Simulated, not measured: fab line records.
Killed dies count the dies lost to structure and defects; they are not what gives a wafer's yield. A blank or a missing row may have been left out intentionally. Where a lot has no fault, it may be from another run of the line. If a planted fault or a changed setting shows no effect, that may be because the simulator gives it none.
One fault through the eyes of 2 desks :: flow sky130 :: every desk sees just its own numbers, and what lay behind them comes last

## AT THE METROLOGY DESK
What the gauges read, lot by lot, whatever tool the lot ran on: means of the sampled wafers that have a number. If a lot's mean is further than 4 standard deviations from the usual mean, the lot is out of limits and carries the mark OUT (the distance appears in the brackets).
Columns: A = VIA1_BOW at SKY_VIA1_BOW_MEAS_03, usual 81 um
lot: L130
first seen here: day 33 10:36
A: 95

lot: L132
first seen here: day 34 05:23
A: 80

lot: L131
first seen here: day 34 11:27
A: 73

lot: L134
first seen here: day 34 18:50
A: 87

lot: L135
first seen here: day 35 03:04
A: 72

lot: L136
first seen here: day 35 12:52
A: 86

lot: L142
first seen here: day 37 13:14
A: 80

lot: L152
first seen here: day 40 12:59
A: 80
Finding of this desk: none of the 8 lots has anything out of limits.

## FOR THE TOOL OWNER'S DESK: rie_metal-04
The tool's own readings at SKY_METAL1_METAL_ETCH_19 (etches the open film in Cl2/BCl3, stops on SiO2, target depth 360 nm, time 78 s): means of the sampled wafers that have a number, for each lot that ran on this tool. If a lot's mean is further than 4 standard deviations from the usual mean, the lot is out of limits and carries the mark OUT (the distance appears in the brackets).
Columns: A = bcl3_flow_sccm at SKY_METAL1_METAL_ETCH_19, usual 30.01 sccm; B = bias_w at SKY_METAL1_METAL_ETCH_19, usual 48.51 W; C = drypump_motor_current_A at SKY_METAL1_METAL_ETCH_19, usual 5.9 A; D = oes_product_au at SKY_METAL1_METAL_ETCH_19, usual 0.856 a.u.; E = throttle_valve_pct at SKY_METAL1_METAL_ETCH_19, usual 22.265 %
lot: L130
first seen here: day 33 09:20
A: 30.11
B: 48.51
C: 5.7
D: 0.856
E: 22.263

lot: L132
first seen here: day 34 04:13
A: 30.00
B: 48.45
C: 5.7
D: 0.849
E: 22.260

lot: L135
first seen here: day 35 01:46
A: 30.03
B: 48.41
C: 5.7
D: 0.853
E: 22.267

lot: L142
first seen here: day 37 12:05
A: 30.08
B: 48.54
C: 5.7
D: 0.861
E: 22.256

lot: L152
first seen here: day 40 11:45
A: 29.94
B: 48.57
C: 5.4
D: 0.860
E: 22.264
Finding of this desk: none of the 5 lots has anything out of limits.

## TAKEN TOGETHER
Nothing out of limits was seen by the metrology desk.
The desk of the tool owner found nothing out of limits.

## WHAT THE SIMULATOR PUT IN
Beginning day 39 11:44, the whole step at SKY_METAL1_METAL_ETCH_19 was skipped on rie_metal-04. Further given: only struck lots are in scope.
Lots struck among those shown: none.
